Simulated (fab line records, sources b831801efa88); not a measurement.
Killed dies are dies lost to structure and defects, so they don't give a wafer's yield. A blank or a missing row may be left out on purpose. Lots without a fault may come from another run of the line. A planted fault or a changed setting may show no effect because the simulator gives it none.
Problem report in the 8D (eight disciplines) form, filled by code | flow sfq_line | the parts of the form that need people (team, actions taken, sign-off) are left out

1. THE PROBLEM
oes_product_au at SFQ_TRILAYER_M6_BARC_OPEN_METAL_ETCH_206 reads a mean of 0.888 a.u. on 3 wafers of 2 lots; wafers without a fault read 0.685 a.u. with a standard deviation of 0.0042. That is +48 standard deviations from the usual mean.
The step: etches BARC in O2, target depth 125 nm, time 41.7 s.
First seen on wafer L134.4, day 77 18:04, on rie_metal-01. The record holds 41 wafers of 14 lots with a number at this step. Rule for "out", or "out of limits": more than 4 standard deviations from the usual mean. The other wafers with a number count as sound.

2. WHAT IT IS AND WHAT IT IS NOT
question                    | is                           | is not
which readings at this step | oes_product_au, run_length_s | drypump_motor_current_A
which lots                  | L134, L135                   | L114, L115, L116, L118, L119, L121, L123, L124, L125, L126, L132, L137
which wafers of those lots  | L134.4, L135.3, L135.6       | L134.5, L135.1
read on which tools         | rie_metal-01                 | rie_metal-02, rie_metal-03
when                        | from day 77 18:04            | up to then (34 sound wafers); but 4 sound wafers of L135, L137 came after

3. SUSPECTS, AND WHAT RULES EACH OUT
Counting: a tool at a process step up to the reading stays a suspect if it ran every lot that is out. Sound lots after the first of them don't rule it out here, since some wafers of a struck lot are sound.
- rie_metal-01 at SFQ_TRILAYER_M6_BARC_OPEN_METAL_ETCH_206 (etches BARC in O2, target depth 125 nm, time 41.7 s): kept. It ran every lot that is out, first L134 (day 77 18:04); its last sound lot up to then is L132 (day 77 09:38). Its own readings are out on those wafers: oes_product_au, run_length_s.
Left after counting: rie_metal-01 at SFQ_TRILAYER_M6_BARC_OPEN_METAL_ETCH_206.

4. THE CAUSE (what the simulator had put in)
Process parameter drift: rie_metal-01, from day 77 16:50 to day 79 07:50, at SFQ_TRILAYER_M6_BARC_OPEN_METAL_ETCH_206. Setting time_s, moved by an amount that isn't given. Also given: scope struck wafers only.
Counting left only this tool.

5. THE CHAIN OF EFFECTS, in route order
Each row: a reading whose mean over the struck wafers that have a number lies more than 3 standard deviations from the usual. Only readings for which the record gives a usual standard deviation are gone through. hours: the time from each lot's start at the first step in this table that gives one to its start at this step, as a median over the lots. sigmas: the change in usual standard deviations.
hours | step                                     | reading        | usual      | on struck wafers | change | sigmas
0     | SFQ_TRILAYER_M6_BARC_OPEN_METAL_ETCH_206 | oes_product_au | 0.685 a.u. | 0.888            | +0.203 | +48
0     | SFQ_TRILAYER_M6_BARC_OPEN_METAL_ETCH_206 | run_length_s   | 70.0 s     | 58.6             | -11.4  | -31
The process steps in it:
- SFQ_TRILAYER_M6_BARC_OPEN_METAL_ETCH_206: etches BARC in O2, target depth 125 nm, time 41.7 s.

6. WHAT WOULD HAVE CAUGHT IT SOONER
In this record the first reading out of limits was taken at day 77 18:04, 1 hour after the fault began at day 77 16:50.
